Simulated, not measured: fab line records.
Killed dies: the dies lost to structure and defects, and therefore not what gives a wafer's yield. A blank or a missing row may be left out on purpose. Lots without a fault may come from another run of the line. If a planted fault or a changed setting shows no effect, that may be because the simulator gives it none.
One fault seen from 2 desks -- flow gf180mcu -- each desk has only its own numbers; what lay behind them comes last

AT THE TOOL OWNER'S DESK: cvd_w-01
The tool's own readings at GF_CONTACT_CVD_24 (deposits W, target thk 300 nm, time 90.339 s): means of the sampled wafers that have a number, for each lot that ran on this tool. A lot is out of limits, marked OUT, if its mean lies more than 4 standard deviations from the usual mean; the brackets give that distance.
Columns: A = heater_power_w at GF_CONTACT_CVD_24, usual 923 W
lot,first seen here,A
L775,day 17 11:17,944
L781,day 19 15:31,879
L783,day 20 12:02,913
L785,day 21 06:14,885
L794,day 24 10:38,895
This desk's finding: nothing out of limits on any of the 5 lots.

AT THE METROLOGY DESK
Means of the sampled wafers that have a number, per lot and without regard to the tool the lot ran on: this is what the gauges read. A lot is out of limits, marked OUT, if its mean lies more than 4 standard deviations from the usual mean; the brackets give that distance.
Columns: A = CONTACT_W_RS at GF_CONTACT_RS_MEAS_25, usual 0.386 ohm/sq; B = CONTACT_W_THK at GF_CONTACT_THK_MEAS_26, usual 303 nm; C = M1_ALCU_RS at GF_M1_RS_MEAS_05, usual 0.0695 ohm/sq
lot,first seen here,A,B,C
L771,day 15 19:47,0.388,304,0.0690
L773,day 16 18:18,0.392,299,0.0697
L774,day 17 01:40,0.383,306,0.0676
L775,day 17 11:23,0.396,296,0.0695
L779,day 19 02:58,0.380,305,0.0692
L781,day 19 15:37,0.388,301,0.0702
L783,day 20 12:09,0.276 (-26) OUT,424 (+33) OUT,0.0697
L785,day 21 06:20,0.278 (-25) OUT,426 (+33) OUT,0.0700
L786,day 21 16:41,0.386,301,0.0699
L789,day 22 23:15,0.388,300,0.0714
L791,day 23 04:37,0.384,301,0.0699
L794,day 24 10:44,0.384,304,0.0696
This desk's finding: out of limits on L783, L785; first on L783, day 20 12:09 (CONTACT_W_RS at GF_CONTACT_RS_MEAS_25). L771, L773, L774, L775, L779, L781, L786, L789, L791, L794 stayed within limits.

ALL TOGETHER
The metrology desk could have raised an alarm at day 20 12:09, on L783, L785.
The tool owner's desk saw nothing out of limits.
The tool owner's desk has L783, L785 on record, within its limits.
Every lot named ran GF_CONTACT_CVD_24 on cvd_w-01.

WHAT THE SIMULATOR HAD INSERTED
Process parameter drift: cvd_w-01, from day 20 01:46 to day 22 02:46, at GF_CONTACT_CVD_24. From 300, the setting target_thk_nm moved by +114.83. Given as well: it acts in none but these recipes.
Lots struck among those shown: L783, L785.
Hours from the fault's start to each desk's first reading out of limits: the metrology desk, 10.
